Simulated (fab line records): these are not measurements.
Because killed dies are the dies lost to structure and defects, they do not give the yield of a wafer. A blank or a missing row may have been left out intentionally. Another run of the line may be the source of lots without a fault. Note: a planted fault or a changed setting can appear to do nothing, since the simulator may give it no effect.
Which tool did it? ; flow sky130 ; 10 lots, 30 wafers sampled, at 6 steps of a route of 708

WHAT THE GAUGES SHOWED, per wafer
SKY_VIA1_THK_MEAS_01. Usual: VIA1_HDPCVD_THK gives 1035 nm (standard deviation 9.8).
lot;measured;on;VIA1_HDPCVD_THK (nm);flag
L379;day 35 00:11;film metro-03;1021 1020 1017;
L378;day 35 00:31;film metro-02;1029 1051 1054;
L381;day 35 05:53;film metro-02;1024 1033 1036;
L385;day 35 16:49;film metro-01;1044 1037 1037;
L386;day 35 21:32;film metro-02;1038 1043 1047;
L387;day 36 06:20;film metro-02;1038 1048 1024;
L392;day 38 06:09;film metro-01;1041 1049 1045;
L394;day 38 18:41;film metro-02;1021 1029 1028;
L393;day 38 20:26;film metro-03;1033 1043 1044;
L399;day 39 21:41;film metro-03;1048 1038 1040;

SKY_VIA2_CD_MEAS_12: target cd 200 nm. Usual: 200.5 nm for cd nm, sd 1.4.
lot;measured;on;cd nm (nm);flag
L379;day 38 10:04;cd sem-01;199.3 198.6 199.2;
L378;day 38 10:49;cd sem-02;203.6 201.6 201.5;
L381;day 38 16:50;cd sem-01;197.6 200.1 199.1;
L385;day 39 01:21;cd sem-01;200.4 200.2 199.7;
L386;day 39 05:52;cd sem-01;199.4 198.9 198.5;
L387;day 39 14:26;cd sem-01;202.3 202.6 202.0;
L392;day 41 12:26;cd sem-01;202.5 201.6 201.0;
L394;day 41 22:44;cd sem-01;200.8 199.6 199.5;
L393;day 42 00:56;cd sem-01;200.3 201.3 201.2;
L399;day 43 01:52;cd sem-02;200.3 199.6 201.1;

SKY_CAPM_RS_MEAS_03: measurement is done with a four-point probe. Usual: CAPM_TIN_RS gives 6.94 ohm/sq (standard deviation 0.065).
lot;measured;on;CAPM_TIN_RS (ohm/sq);flag
L379;day 38 11:56;film metro-04;6.96 6.88 6.93;
L378;day 38 12:41;film metro-04;6.90 6.95 6.99;
L381;day 38 18:49;film metro-03;6.96 6.90 6.92;
L385;day 39 03:16;film metro-03;6.93 6.92 6.90;
L386;day 39 07:52;film metro-03;6.79 6.90 6.93;
L387;day 39 16:22;film metro-04;7.13 7.09 7.07;
L392;day 41 14:29;film metro-04;6.92 5.15 5.11;OFF
L394;day 42 00:39;film metro-04;6.92 6.85 6.93;
L393;day 42 02:49;film metro-03;5.14 6.95 7.07;OFF
L399;day 43 03:46;film metro-03;7.06 7.02 7.02;

SKY_CAPM_THK_MEAS_04: measures by xrf. Usual: CAPM_TIN_THK gives 197.6 nm (standard deviation 1.9).
lot;measured;on;CAPM_TIN_THK (nm);flag
L379;day 38 12:03;film metro-04;198.0 199.2 198.1;
L378;day 38 12:47;film metro-04;199.9 198.0 196.4;
L381;day 38 18:55;film metro-03;196.4 197.9 197.6;
L385;day 39 03:22;film metro-03;196.5 197.6 197.2;
L386;day 39 07:59;film metro-03;200.1 197.9 197.1;
L387;day 39 16:28;film metro-04;193.9 195.6 196.0;
L392;day 41 14:36;film metro-04;198.4 264.5 267.0;OFF
L394;day 42 00:46;film metro-04;198.0 200.0 197.7;
L393;day 42 02:56;film metro-03;264.6 196.3 193.5;OFF
L399;day 43 03:53;film metro-03;193.7 194.6 195.3;

WHAT TOOL EACH LOT RAN ON (gives the tool, then ch and the chambers of the sampled wafers, and finally the start)
lot;SKY_METAL2_STRIP_20;SKY_CAPM_SPUTTER_02
L379;plasma asher-04 ch 0, day 37 06:18;pvd sputter-01, day 38 11:49
L378;plasma asher-04 ch 0,1, day 37 07:07;pvd sputter-01, day 38 12:32
L381;plasma asher-02 ch 0,1, day 37 12:35;pvd sputter-02, day 38 18:40
L385;plasma asher-01 ch 0,1, day 37 23:19;pvd sputter-03, day 39 03:08
L386;plasma asher-01 ch 0,1, day 38 03:35;pvd sputter-02, day 39 07:46
L387;plasma asher-04 ch 0,1, day 38 12:47;pvd sputter-02, day 39 16:14
L392;plasma asher-01 ch 0,1, day 40 10:16;pvd sputter-02, day 41 14:22
L394;plasma asher-02 ch 0,1, day 40 21:38;pvd sputter-03, day 42 00:32
L393;plasma asher-02 ch 0,1, day 41 00:02;pvd sputter-02, day 42 02:41
L399;plasma asher-02 ch 0,1, day 42 01:40;pvd sputter-01, day 43 03:39
- SKY_METAL2_STRIP_20: strips in O2/N2.
- SKY_CAPM_SPUTTER_02: material TiN, target thk 200 nm, time 166.7 s.

WHAT THE TOOLS THEMSELVES READ (means of the sampled wafers that have a number; where no wafer has one, the mark that the record gives instead)
SKY_METAL2_STRIP_20. Usual: drypump motor current A 5.7 A, standard deviation 0.59; oes product au 0.343 a.u., standard deviation 0.0049; strip time to endpoint s 2.705 s, standard deviation 0.025.
lot;tool;drypump motor current A (A);oes product au (a.u.);strip time to endpoint s (s);flag
L379;plasma asher-04;6.4;0.345;2.736;
L378;plasma asher-04;5.8;0.342;2.678;
L381;plasma asher-02;5.6;0.343;2.718;
L385;plasma asher-01;5.9;0.343;2.716;
L386;plasma asher-01;5.9;0.343;2.705;
L387;plasma asher-04;5.8;0.345;2.693;
L392;plasma asher-01;5.9;0.345;2.692;
L394;plasma asher-02;5.5;0.339;2.681;
L393;plasma asher-02;5.6;0.340;2.701;
L399;plasma asher-02;5.3;0.348;2.693;

SKY_CAPM_SPUTTER_02. Usual: 29.7 % for throttle valve pct, sd 1.
lot;tool;throttle valve pct (%);flag
L379;pvd sputter-01;29.8;
L378;pvd sputter-01;29.6;
L381;pvd sputter-02;30.0;
L385;pvd sputter-03;29.0;
L386;pvd sputter-02;29.6;
L387;pvd sputter-02;30.4;
L392;pvd sputter-02;29.6;
L394;pvd sputter-03;28.2;
L393;pvd sputter-02;30.4;
L399;pvd sputter-01;29.9;

THE ANSWER, worked out from the rows above alone
Rule: a lot counts as off when the mean over its wafers that have a number is more than 3 standard deviations away from the usual mean. Also off: a lot with no number at a reading for which 4 or more lots have one. Any other lot the step has rows for is counted as sound. The gauges are gone through in route order, then the tools' own readings, and for those a lot's mean is taken as printed above. At the first step where some lot is off, the reading lying furthest off is the one used; lots without a number count as furthest.
Off: at SKY_CAPM_RS_MEAS_03 (CAPM_TIN_RS), L392, L393.
If a tool, at a process step before that reading, ran all the lots that are off and no sound lot after the first of them, it fits. Gauges at SKY_CAPM_RS_MEAS_03: tried the same way as those tools. One candidate fits, namely pvd sputter-02 at SKY_CAPM_SPUTTER_02. Its last sound lot is L387 (day 39 16:14), its first lot that is off L392 (day 41 14:22): a fault that began between those two fits.

WHAT THE SIMULATOR HAD PUT IN
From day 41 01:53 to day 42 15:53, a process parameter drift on pvd sputter-02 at SKY_CAPM_SPUTTER_02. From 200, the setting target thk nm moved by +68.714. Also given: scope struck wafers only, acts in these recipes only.
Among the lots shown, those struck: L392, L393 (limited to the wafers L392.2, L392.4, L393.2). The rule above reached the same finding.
